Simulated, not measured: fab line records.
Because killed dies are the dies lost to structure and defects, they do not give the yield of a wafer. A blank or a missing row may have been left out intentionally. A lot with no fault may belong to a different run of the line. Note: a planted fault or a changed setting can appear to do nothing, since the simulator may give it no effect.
fab line records + flow sky130
[record]
- lots = 7
- wafers = 21
- lastDay = 47
route steps=708 shown LDD_N@252 LDD_P@255 LDD_HVN@267 PAD_OPEN@708
lots with no fault: from the same line, run without faults
startH: the number of hours between the record's first day and the start of the first shown wafer of the lot + waitH: hours elapsed since this lot's preceding step + " as in the row above + L1.1+2: a row that stands for several wafers + - no value, or no start was given + * or withheld: withheld + < > ~ a bound
route shown NAME@n: NAME is a module with steps in the file, n the number in the route of the first one + usual: mean/standard deviation of fault-free wafers + same: alike in all rows + chamber/n: place in a boat + sites: each site's reading + _std_site: the standard deviation of these + _edge_site: outer sites' mean less inner sites' + radiusMm: how far each site lies from the wafer's centre + mask NAME#n: copy n + behind: the last tool/chamber to shape the wafer + hold: what put the lot on hold/how long, in hours/how the hold closed + device: the n, p or np transistor that did not switch + end of line: tests of these same wafers at the route's end + a step given without rows: its recipe and nothing more + killed: dies that structure and defects cost at the first sort, which is not the same as the wafer's yield + map: per-die view of a wafer (x killed, . not killed, _ where there is no die)
set.NAME: setting as actually run; set.NAME@STEP: the setting as run at that earlier step + model.NAME: the simulator's own value behind a step, which no gauge read
a table for each step, a row for each wafer; lots at some steps of the route
services: when a tool's chamber went out of use (startH, in hours from the record's first day, below 0 if earlier), for how many hours, and the reason
[[steps]]
[step SKY_LDD_N_IMPLANT_15]
[recipe]
- species = BF2
- energyKev = 50
- doseCm2 = 5e+12
- tiltDeg = 30
- rotationDeg = 270
[step SKY_LDD_N_STRIP_16]
[recipe]
- chemistry = O2/N2
- powerW = 1400
- pressureMtorr = 1500
- platenTempC = withheld
- o2FlowSccm = 3000
- n2FlowSccm = 300
- overashFraction = 0.5
[usual]
- drypumpMotorCurrentA = 5.7/0.5
- oesProductAu = 0.406/0.0046
- stripTimeToEndpointS = 4.317/0.014
| lot.wafer | tool           | chamber | startH | waitH | drypumpMotorCurrentA | oesProductAu | rfHoursCounterH | stripTimeToEndpointS |
|-----------|----------------|---------|--------|-------|----------------------|--------------|-----------------|----------------------|
| L478.1    | plasmaAsher-03 | 0       | 387.55 | 0.1   | 6.2                  | 0.411        | 70              | 4.324                |
| L478.5    | "              | 1       | "      | "     | 6.2                  | 0.400        | -               | 4.321                |
| L478.6    | "              | 0       | "      | "     | 6.2                  | 0.404        | -               | 4.308                |
| L479.1    | plasmaAsher-01 | 1       | 405.15 | 0.1   | 4.9                  | 0.397        | 28              | 4.310                |
| L479.4    | "              | 1       | "      | "     | 4.9                  | 0.405        | -               | 4.322                |
| L479.5    | "              | 1       | "      | "     | 4.9                  | 0.416        | -               | 4.333                |
| L480.1    | plasmaAsher-01 | 1       | 414.90 | 0.1   | 4.9                  | 0.406        | 29              | 4.322                |
| L480.2    | "              | 0       | "      | "     | 5.8                  | 0.405        | 29              | 4.285                |
| L480.4    | "              | 0       | "      | "     | 5.8                  | 0.412        | -               | 4.310                |
| L481.3    | plasmaAsher-01 | 1       | 430.58 | 0.1   | 4.9                  | 0.409        | -               | 4.347                |
| L481.5    | "              | 0       | "      | "     | 5.8                  | 0.409        | -               | 4.346                |
| L481.6    | "              | 1       | "      | "     | 4.9                  | 0.412        | -               | 4.336                |
| L485.4    | plasmaAsher-02 | 0       | 462.18 | 0.1   | 5.8                  | 0.404        | -               | 4.342                |
| L485.5    | "              | 0       | "      | "     | 5.9                  | 0.408        | -               | 4.349                |
| L485.6    | "              | 1       | "      | "     | 5.1                  | 0.415        | -               | 4.347                |
| L486.2    | plasmaAsher-02 | 0       | 470.90 | 0.1   | 5.9                  | 0.406        | 5               | 4.319                |
| L486.3    | "              | 0       | "      | "     | 5.8                  | 0.406        | -               | 4.320                |
| L486.5    | "              | 0       | "      | "     | 5.8                  | 0.406        | -               | 4.325                |
| L487.2    | plasmaAsher-03 | 0       | 484.45 | 0.1   | 6.2                  | 0.403        | 83              | 4.317                |
| L487.3    | "              | 1       | "      | "     | 6.2                  | 0.409        | -               | 4.339                |
| L487.4    | "              | 0       | "      | "     | 6.2                  | 0.404        | -               | 4.318                |
[step SKY_LDD_N_TW_MEAS_17]
[usual]
- LDD_N_TW = 2593/11
| lot.wafer | tool         | chamber | startH | waitH | LDD_N_TW |
|-----------|--------------|---------|--------|-------|----------|
| L478.1    | filmMetro-03 | -       | 387.65 | 0.1   | 2592     |
| L478.5    | "            | -       | "      | "     | 2585     |
| L478.6    | "            | -       | "      | "     | 2593     |
| L479.1    | filmMetro-01 | -       | 405.25 | 0.1   | 2593     |
| L479.4    | "            | -       | "      | "     | 2579     |
| L479.5    | "            | -       | "      | "     | 2577     |
| L480.1    | filmMetro-03 | -       | 415.00 | 0.1   | 2581     |
| L480.2    | "            | -       | "      | "     | 2587     |
| L480.4    | "            | -       | "      | "     | 2580     |
| L481.3    | filmMetro-03 | -       | 430.67 | 0.1   | 2590     |
| L481.5    | "            | -       | "      | "     | 2594     |
| L481.6    | "            | -       | "      | "     | 2576     |
| L485.4    | filmMetro-01 | -       | 462.28 | 0.1   | 2593     |
| L485.5    | "            | -       | "      | "     | 2585     |
| L485.6    | "            | -       | "      | "     | 2592     |
| L486.2    | filmMetro-03 | -       | 471.01 | 0.1   | 2591     |
| L486.3    | "            | -       | "      | "     | 2590     |
| L486.5    | "            | -       | "      | "     | 2608     |
| L487.2    | filmMetro-02 | -       | 484.56 | 0.1   | 2573     |
| L487.3    | "            | -       | "      | "     | 2586     |
| L487.4    | "            | -       | "      | "     | 2588     |
[step SKY_LDD_P_DEHYDRATE_00]
[recipe]
- tempC = 200
- timeS = 60
[step SKY_LDD_P_HMDS_01]
[recipe]
- primeTimeS = 60
- primeTempC = 120
[step SKY_LDD_P_COAT_02]
[recipe]
- resist = NOVOLAK
- spinRpm = 3000
- resistThkNm = 1140
[step SKY_LDD_P_SOFTBAKE_03]
[recipe]
- tempC = 90
- timeS = 60
- resist = NOVOLAK
[step SKY_LDD_P_EXPOSE_04]
[recipe]
- maskId = PSDM
- na = 0.6
- sourceShape = conventional
- sigmaOuter = 0.6
- polarization = unpolarized
- targetCdNm = 380
- doseMj = 138
[step SKY_LDD_P_PEB_05]
[recipe]
- tempC = withheld
- timeS = *
- resist = NOVOLAK
[step SKY_LDD_P_DEVELOP_06]
[recipe]
- resist = NOVOLAK
- developer = TMAH
- developTimeS = 60
- devTempC = 23
[step SKY_LDD_P_CD_MEAS_07]
[recipe]
- targetCdNm = 380
[usual]
- cdNm = 380.4/2.3
| lot.wafer | tool     | chamber | startH | waitH | cdNm  |
|-----------|----------|---------|--------|-------|-------|
| L478.1    | cdSem-01 | -       | 417.97 | 0.1   | 376.8 |
| L478.5    | "        | -       | "      | "     | 376.5 |
| L478.6    | "        | -       | "      | "     | 377.6 |
| L479.1    | cdSem-01 | -       | 435.11 | 0.1   | 383.0 |
| L479.4    | "        | -       | "      | "     | 382.0 |
| L479.5    | "        | -       | "      | "     | 382.6 |
| L480.1    | cdSem-01 | -       | 445.46 | 0.1   | 381.8 |
| L480.2    | "        | -       | "      | "     | 379.9 |
| L480.4    | "        | -       | "      | "     | 381.5 |
| L481.3    | cdSem-02 | -       | 461.25 | 0.1   | 381.9 |
| L481.5    | "        | -       | "      | "     | 380.0 |
| L481.6    | "        | -       | "      | "     | 379.9 |
| L485.4    | cdSem-01 | -       | 492.57 | 0.1   | 381.5 |
| L485.5    | "        | -       | "      | "     | 378.9 |
| L485.6    | "        | -       | "      | "     | 382.5 |
| L486.2    | cdSem-02 | -       | 501.99 | 0.1   | 380.1 |
| L486.3    | "        | -       | "      | "     | 380.7 |
| L486.5    | "        | -       | "      | "     | 382.3 |
| L487.2    | cdSem-02 | -       | 515.19 | 0.1   | 381.4 |
| L487.3    | "        | -       | "      | "     | 381.0 |
| L487.4    | "        | -       | "      | "     | 384.7 |
[step SKY_LDD_P_OVL_MEAS_08]
[usual]
- LDD_P_OVL = 0.1/1.8
| lot.wafer | tool       | chamber | startH | waitH | LDD_P_OVL[nm] |
|-----------|------------|---------|--------|-------|---------------|
| L478.1    | overlay-02 | -       | 418.09 | 0.1   | 0.4           |
| L478.5    | "          | -       | "      | "     | 0.1           |
| L478.6    | "          | -       | "      | "     | 1.1           |
| L479.1    | overlay-02 | -       | 435.23 | 0.1   | 0.5           |
| L479.4    | "          | -       | "      | "     | -2.1          |
| L479.5    | "          | -       | "      | "     | -2.0          |
| L480.1    | overlay-01 | -       | 445.58 | 0.1   | 0.8           |
| L480.2    | "          | -       | "      | "     | 0.6           |
| L480.4    | "          | -       | "      | "     | 2.0           |
| L481.3    | overlay-02 | -       | 461.35 | 0.1   | 0.7           |
| L481.5    | "          | -       | "      | "     | -0.7          |
| L481.6    | "          | -       | "      | "     | -0.7          |
| L485.4    | overlay-01 | -       | 492.65 | 0.1   | 1.9           |
| L485.5    | "          | -       | "      | "     | 1.3           |
| L485.6    | "          | -       | "      | "     | 1.2           |
| L486.2    | overlay-02 | -       | 502.10 | 0.1   | -0.9          |
| L486.3    | "          | -       | "      | "     | 2.1           |
| L486.5    | "          | -       | "      | "     | 1.4           |
| L487.2    | overlay-02 | -       | 515.30 | 0.1   | -1.1          |
| L487.3    | "          | -       | "      | "     | -4.5          |
| L487.4    | "          | -       | "      | "     | -2.3          |
[step SKY_LDD_P_IMPLANT_09]
[recipe]
- species = BF2
- energyKev = 25
- doseCm2 = 1e+13
- tiltDeg = withheld
[usual]
- implantIonAmu = 49/0
| lot.wafer | tool         | chamber | startH | waitH | implantIonAmu | model.implant.drpNm | model.implant.rpNm |
|-----------|--------------|---------|--------|-------|---------------|---------------------|--------------------|
| L478.1    | implanter-04 | 0       | 418.12 | 0.0   | 49            | 11.41               | 20.78              |
| L478.5    | "            | 0       | "      | "     | 49            | 11.41               | 20.78              |
| L478.6    | "            | 0       | "      | "     | 49            | 11.41               | 20.78              |
| L479.1    | implanter-02 | 0       | 435.27 | 0.0   | 49            | 11.41               | 20.84              |
| L479.4    | "            | 0       | "      | "     | 49            | 11.41               | 20.84              |
| L479.5    | "            | 0       | "      | "     | 49            | 11.41               | 20.84              |
| L480.1    | implanter-04 | 0       | 445.62 | 0.0   | 49            | 11.41               | 21.35              |
| L480.2    | "            | 0       | "      | "     | 49            | 11.41               | 21.35              |
| L480.4    | "            | 0       | "      | "     | 49            | 11.41               | 21.35              |
| L481.3    | implanter-02 | 0       | 461.42 | 0.1   | 49            | 11.41               | 20.51              |
| L481.5    | "            | 0       | "      | "     | 49            | 11.41               | 20.51              |
| L481.6    | "            | 0       | "      | "     | 49            | 11.41               | 20.51              |
| L485.4    | implanter-01 | 0       | 492.74 | 0.1   | 75            | 8.431               | 19.06              |
| L485.5    | "            | 0       | "      | "     | 75            | 8.431               | 19.06              |
| L485.6    | "            | 0       | "      | "     | 75            | 8.431               | 19.06              |
| L486.2    | implanter-04 | 0       | 502.15 | 0.0   | 75            | 8.431               | 18.22              |
| L486.3    | "            | 0       | "      | "     | 75            | 8.431               | 18.22              |
| L486.5    | "            | 0       | "      | "     | 75            | 8.431               | 18.22              |
| L487.2    | implanter-01 | 0       | 515.35 | 0.0   | 75            | 8.431               | 19.08              |
| L487.3    | "            | 0       | "      | "     | 75            | 8.431               | 19.08              |
| L487.4    | "            | 0       | "      | "     | 75            | 8.431               | 19.08              |
[step SKY_LDD_P_STRIP_10]
[recipe]
- chemistry = O2/N2
- powerW = 1400
- pressureMtorr = 1500
- platenTempC = withheld
- o2FlowSccm = 3000
- n2FlowSccm = 300
- overashFraction = 0.5
[usual]
- drypumpMotorCurrentA = 5.6/0.49
- oesProductAu = 0.716/0.0045
- stripTimeToEndpointS = 14.17/0.042
| lot.wafer | tool           | chamber | startH | waitH | drypumpMotorCurrentA | oesProductAu | rfHoursCounterH | stripTimeToEndpointS |
|-----------|----------------|---------|--------|-------|----------------------|--------------|-----------------|----------------------|
| L478.1    | plasmaAsher-02 | 1       | 418.27 | 0.1   | 5.1                  | 0.724        | 69              | 14.25                |
| L478.5    | "              | 1       | "      | "     | 5.1                  | 0.712        | -               | 14.20                |
| L478.6    | "              | 0       | "      | "     | 5.8                  | 0.720        | -               | 14.24                |
| L479.1    | plasmaAsher-02 | 1       | 435.42 | 0.1   | 5.1                  | 0.709        | 1               | 14.19                |
| L479.4    | "              | 0       | "      | "     | 5.9                  | 0.708        | -               | 14.18                |
| L479.5    | "              | 1       | "      | "     | 5.1                  | 0.710        | -               | 14.20                |
| L480.1    | plasmaAsher-02 | 0       | 445.77 | 0.1   | 5.8                  | 0.714        | 2               | 14.19                |
| L480.2    | "              | 1       | "      | "     | 5.1                  | 0.715        | 2               | 14.16                |
| L480.4    | "              | 1       | "      | "     | 5.2                  | 0.714        | -               | 14.16                |
| L481.3    | plasmaAsher-02 | 0       | 461.55 | 0.1   | 5.9                  | 0.713        | -               | 14.20                |
| L481.5    | "              | 1       | "      | "     | 5.1                  | 0.724        | -               | 14.19                |
| L481.6    | "              | 0       | "      | "     | 5.8                  | 0.720        | -               | 14.18                |
| L485.4    | plasmaAsher-02 | 1       | 492.85 | 0.1   | 5.1                  | 0.723        | -               | 14.12                |
| L485.5    | "              | 0       | "      | "     | 5.9                  | 0.716        | -               | 14.16                |
| L485.6    | "              | 1       | "      | "     | 5.1                  | 0.714        | -               | 14.16                |
| L486.2    | plasmaAsher-04 | 1       | 502.28 | 0.1   | 6.4                  | 0.715        | 64              | 14.14                |
| L486.3    | "              | 1       | "      | "     | 6.4                  | 0.720        | -               | 14.12                |
| L486.5    | "              | 1       | "      | "     | 6.4                  | 0.717        | -               | 14.15                |
| L487.2    | plasmaAsher-01 | 0       | 515.48 | 0.1   | 5.8                  | 0.716        | 43              | 14.11                |
| L487.3    | "              | 1       | "      | "     | 4.9                  | 0.714        | -               | 14.10                |
| L487.4    | "              | 0       | "      | "     | 5.8                  | 0.727        | -               | 14.06                |
[step SKY_LDD_P_TW_MEAS_11]
[usual]
- LDD_P_TW = 637.6/2.8
| lot.wafer | tool         | chamber | startH | waitH | LDD_P_TW |
|-----------|--------------|---------|--------|-------|----------|
| L478.1    | filmMetro-01 | -       | 418.37 | 0.1   | 641.4    |
| L478.5    | "            | -       | "      | "     | 640.0    |
| L478.6    | "            | -       | "      | "     | 642.0    |
| L479.1    | filmMetro-03 | -       | 435.52 | 0.1   | 634.6    |
| L479.4    | "            | -       | "      | "     | 635.8    |
| L479.5    | "            | -       | "      | "     | 633.0    |
| L480.1    | filmMetro-03 | -       | 445.87 | 0.1   | 633.7    |
| L480.2    | "            | -       | "      | "     | 634.4    |
| L480.4    | "            | -       | "      | "     | 634.4    |
| L481.3    | filmMetro-01 | -       | 461.64 | 0.1   | 636.6    |
| L481.5    | "            | -       | "      | "     | 634.4    |
| L481.6    | "            | -       | "      | "     | 636.1    |
| L485.4    | filmMetro-01 | -       | 492.94 | 0.1   | 1052.7   |
| L485.5    | "            | -       | "      | "     | 1053.3   |
| L485.6    | "            | -       | "      | "     | 1049.3   |
| L486.2    | filmMetro-04 | -       | 502.39 | 0.1   | 1064.4   |
| L486.3    | "            | -       | "      | "     | 1063.0   |
| L486.5    | "            | -       | "      | "     | 1065.0   |
| L487.2    | filmMetro-01 | -       | 515.60 | 0.1   | 1057.0   |
| L487.3    | "            | -       | "      | "     | 1060.2   |
| L487.4    | "            | -       | "      | "     | 1061.2   |
[step SKY_LDD_HVN_DEHYDRATE_00]
[recipe]
- tempC = 200
- timeS = 60
[step SKY_PAD_OPEN_PROBE_99]
| lot.wafer | tool      | chamber | startH  | waitH | model.etest.pfet_01v8.rOnOhmUm | model.etest.pfetG5v0d10v5.rOnOhmUm | model.etest.pfet_01v8.driveUaUm | model.etest.pfet_01v8_hvt.driveUaUm | model.etest.sramPfetLatch.driveUaUm | model.etest.pfet_01v8_mvt.driveUaUm | model.etest.pfet_01v8_lvt.driveUaUm | model.etest.pfetG5v0d10v5.driveUaUm |
|-----------|-----------|---------|---------|-------|--------------------------------|------------------------------------|---------------------------------|-------------------------------------|-------------------------------------|-------------------------------------|-------------------------------------|-------------------------------------|
| L478.1    | prober-01 | -       | 1066.08 | 0.1   | 2955                           | 4804                               | 186.6                           | 139.4                               | 138.4                               | 151.1                               | 167.8                               | 333.3                               |
| L478.5    | prober-01 | -       | 1066.28 | 0.2   | 2952                           | 4847                               | 188.2                           | 139.6                               | 129.6                               | 151.5                               | 170.7                               | 335.1                               |
| L478.6    | prober-01 | -       | 1066.33 | 0.2   | 2895                           | 4735                               | 192.1                           | 143.8                               | 144.8                               | 153.8                               | 171.6                               | 340.7                               |
| L479.1    | prober-02 | -       | 1075.81 | 0.1   | 2901                           | 4801                               | 192.4                           | 143.4                               | 142.4                               | 153.3                               | 173.1                               | 343.5                               |
| L479.4    | prober-02 | -       | 1075.96 | 0.2   | 2842                           | 4746                               | 196.8                           | 146.6                               | 142.9                               | 154.3                               | 175                                 | 349.3                               |
| L479.5    | prober-02 | -       | 1076.01 | 0.2   | 2885                           | 4722                               | 194.7                           | 146.2                               | 141.3                               | 154.5                               | 173.9                               | 350.9                               |
| L480.1    | prober-01 | -       | 1084.49 | 0.1   | 2851                           | 4751                               | 195.5                           | 146.4                               | 147.3                               | 155                                 | 174.6                               | 335.5                               |
| L480.2    | prober-01 | -       | 1084.54 | 0.1   | 2910                           | 4797                               | 192.8                           | 142.7                               | 138.1                               | 151.8                               | 171.3                               | 340.9                               |
| L480.4    | prober-01 | -       | 1084.64 | 0.2   | 2914                           | 4811                               | 194.1                           | 143.8                               | 140.7                               | 152.4                               | 172                                 | 336                                 |
| L481.3    | prober-02 | -       | 1094.34 | 0.2   | 2935                           | 4819                               | 186.2                           | 140.1                               | 130.4                               | 147.2                               | 172.1                               | 332.2                               |
| L481.5    | prober-02 | -       | 1094.44 | 0.2   | 2960                           | 4719                               | 186.1                           | 138.2                               | 138.7                               | 148.6                               | 171                                 | 341                                 |
| L481.6    | prober-02 | -       | 1094.49 | 0.2   | 2946                           | 4822                               | 186.9                           | 139.2                               | 138.9                               | 147.7                               | 173                                 | 334.9                               |
| L485.4    | prober-02 | -       | 1116.35 | 0.2   | 4374                           | 4844                               | 123.9                           | 88.89                               | 89.05                               | 119.6                               | 149.6                               | 342.2                               |
| L485.5    | prober-02 | -       | 1116.40 | 0.2   | 4556                           | 4801                               | 120.1                           | 83.81                               | 86.14                               | 116.6                               | 146.9                               | 344.3                               |
| L485.6    | prober-02 | -       | 1116.45 | 0.2   | 4392                           | 4909                               | 123.7                           | 89.77                               | 87.32                               | 118.7                               | 146.3                               | 338.7                               |
| L486.2    | prober-01 | -       | 1120.20 | 0.1   | 4304                           | 4921                               | 128                             | 92.4                                | 84.02                               | 125.1                               | 148.6                               | 335.7                               |
| L486.3    | prober-01 | -       | 1120.25 | 0.2   | 4339                           | 4933                               | 126.8                           | 90.54                               | 93.89                               | 123.8                               | 149.2                               | 337.1                               |
| L486.5    | prober-01 | -       | 1120.35 | 0.2   | 4308                           | 4808                               | 128.4                           | 91.93                               | 91.44                               | 125.6                               | 149.6                               | 341.3                               |
| L487.2    | prober-02 | -       | 1130.48 | 0.1   | 4474                           | 4990                               | 120.7                           | 87.72                               | 84.85                               | 118.7                               | 148.1                               | 326.7                               |
| L487.3    | prober-02 | -       | 1130.53 | 0.2   | 4530                           | 4969                               | 119.2                           | 86.2                                | 79.66                               | 117                                 | 148.1                               | 327.4                               |
| L487.4    | prober-02 | -       | 1130.58 | 0.2   | 4586                           | 5050                               | 118                             | 85.76                               | 81.27                               | 115.6                               | 146.5                               | 324.2                               |
// killed by level:class
L478.1 VIA1:geometricParticle:open=11 CONTACT:geometricParticle:open=9 CONTACT:geometricParticle:short=7 VIA1:geometricParticle:short=7 LI_CONTACT:geometricParticle:open=6 VIA3:geometricParticle:open=6 FIELD_ISO:geometricParticle:short=5 POLY_GATE:geometricParticle:short=4
L478.5 VIA1:geometricParticle:open=16 POLY_GATE:geometricParticle:short=6 LOCAL_INTERCONNECT:geometricParticle:short=6 CONTACT:geometricParticle:open=6 METAL1:geometricParticle:short=6 CONTACT:geometricParticle:short=5 VIA2:geometricParticle:open=5 VIA3:geometricParticle:open=5
L478.6 CONTACT:geometricParticle:open=11 LI_CONTACT:geometricParticle:open=9 VIA1:geometricParticle:open=9 METAL2:geometricParticle:short=7 VIA2:geometricParticle:open=5 LOCAL_INTERCONNECT:geometricParticle:short=5 VIA3:geometricParticle:open=5 POLY_GATE:geometricParticle:open=4
L479.1 VIA1:geometricParticle:open=12 LI_CONTACT:geometricParticle:open=9 VIA3:geometricParticle:open=7 CONTACT:geometricParticle:short=6 VIA2:geometricParticle:open=6 POLY_GATE:geometricParticle:open=5 CONTACT:geometricParticle:open=5 FIELD_ISO:geometricParticle:short=4
L479.4 CONTACT:geometricParticle:open=7 FIELD_ISO:geometricParticle:open=6 LI_CONTACT:geometricParticle:open=6 METAL1:geometricParticle:short=6 VIA1:geometricParticle:open=5 VIA3:geometricParticle:open=4 METAL2:geometricParticle:open=4 FIELD_ISO:geometricParticle:short=3
L479.5 VIA1:geometricParticle:open=11 CONTACT:geometricParticle:open=9 LI_CONTACT:geometricParticle:open=8 METAL2:geometricParticle:short=8 VIA3:geometricParticle:open=6 CONTACT:geometricParticle:short=5 FIELD_ISO:geometricParticle:short=4 POLY_GATE:geometricParticle:open=4
L480.1 VIA1:geometricParticle:open=10 CONTACT:geometricParticle:open=9 LI_CONTACT:geometricParticle:open=6 LOCAL_INTERCONNECT:geometricParticle:short=5 VIA3:geometricParticle:short=5 VIA1:geometricParticle:short=5 VIA3:geometricParticle:open=5 POLY_GATE:geometricParticle:open=4
L480.2 VIA1:geometricParticle:open=9 VIA3:geometricParticle:open=7 FIELD_ISO:geometricParticle:short=6 VIA2:geometricParticle:open=6 METAL2:geometricParticle:short=5 CONTACT:geometricParticle:short=4 POLY_GATE:geometricParticle:open=3 FIELD_ISO:geometricParticle:open=3
L480.4 VIA1:geometricParticle:open=14 METAL1:geometricParticle:short=12 CONTACT:geometricParticle:open=9 LI_CONTACT:geometricParticle:open=8 CONTACT:geometricParticle:short=5 VIA1:geometricParticle:short=5 VIA2:geometricParticle:open=5 METAL1:geometricParticle:open=4
L481.3 VIA2:geometricParticle:open=10 VIA1:geometricParticle:open=10 LI_CONTACT:geometricParticle:open=6 CONTACT:geometricParticle:open=6 VIA1:geometricParticle:short=6 LOCAL_INTERCONNECT:geometricParticle:short=4 METAL2:geometricParticle:short=4 FIELD_ISO:geometricParticle:short=3
L481.5 LI_CONTACT:geometricParticle:open=8 VIA1:geometricParticle:short=8 VIA1:geometricParticle:open=6 LOCAL_INTERCONNECT:geometricParticle:short=5 CONTACT:geometricParticle:open=5 FIELD_ISO:geometricParticle:short=4 LI_CONTACT:geometricParticle:short=4 FIELD_ISO:geometricParticle:open=3
L481.6 VIA1:geometricParticle:open=8 LI_CONTACT:geometricParticle:open=7 CONTACT:geometricParticle:open=6 VIA1:geometricParticle:short=6 LOCAL_INTERCONNECT:geometricParticle:short=4 VIA3:geometricParticle:open=4 METAL2:geometricParticle:short=4 FIELD_ISO:geometricParticle:short=3
[[services]]
| tool           | chamber | startH | hours | kind      |
|----------------|---------|--------|-------|-----------|
| implanter-04   | -       | 364.19 | 2.5   | repair    |
| implanter-01   | -       | 372.58 | 3.1   | repair    |
| implanter-02   | -       | 373.86 | 8.3   | repair    |
| plasmaAsher-04 | -       | 405.11 | 67.0  | repair    |
| plasmaAsher-02 | -       | 421.25 | 9.0   | pm        |
| plasmaAsher-02 | 0       | 421.25 | 9.0   | ventCycle |
| plasmaAsher-02 | 1       | 421.25 | 9.0   | ventCycle |
| plasmaAsher-02 | 0       | 430.25 | -     | clean     |
| plasmaAsher-02 | 1       | 430.25 | -     | clean     |
| implanter-01   | -       | 431.40 | 3.5   | repair    |
| implanter-01   | -       | 440.16 | 14.6  | pm        |
| implanter-02   | -       | 455.24 | 3.4   | repair    |
| plasmaAsher-04 | -       | 461.91 | 2.1   | repair    |
| implanter-01   | -       | 465.05 | 4.0   | pm        |
| plasmaAsher-02 | -       | 496.16 | 26.5  | repair    |
[[key]]
[firstSign]
- step = SKY_LDD_P_IMPLANT_09
- reading = implantIonAmu
- direction = up
- sigmas = 99+
- usual = 49
- struck = 75
[effect]
- step = SKY_LDD_P_TW_MEAS_11
- reading = LDD_P_TW
- direction = up
- sigmas = 99+
- usual = 637.6
- struck = 1058.5
[modelEffect]
- step = SKY_LDD_P_IMPLANT_09
- value = implant.drpNm
- without = 11.41
- struck = 8.431
[modelEffect]
- step = SKY_PAD_OPEN_PROBE_99
- value = etest.pfet_01v8.rOnOhmUm
- without = 2874
- struck = 4429
metAt SKY_LDD_P_IMPLANT_09
struckWafers L485.4,L485.5,L485.6,L486.2,L486.3,L486.5,L487.2,L487.3,L487.4
sortLeftOut L485.4,L485.5,L485.6,L486.2,L486.3,L486.5,L487.2,L487.3,L487.4
testerLeftOut L485,L486,L487
onsetBetween 461.42 492.74
[fault]
- kind = wrongRecipeDownload
- tool = implanter-01,implanter-02,implanter-04
- chamber = -
- onsetH = 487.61
- steps = SKY_LDD_P_IMPLANT_09
- wrongRecipe.notListed = 1
// testerLeftOut: of these lots the tester's yield and bins aren't shown, on N5 and GAA mostly nor the transistor test; their killed dies are dies lost to structure and defects alone, not to doping, threshold or leakage, so they don't give the yield
// sortLeftOut: the simulated sort isn't trusted on such a fault, so these wafers' sort isn't shown, and their yield isn't known
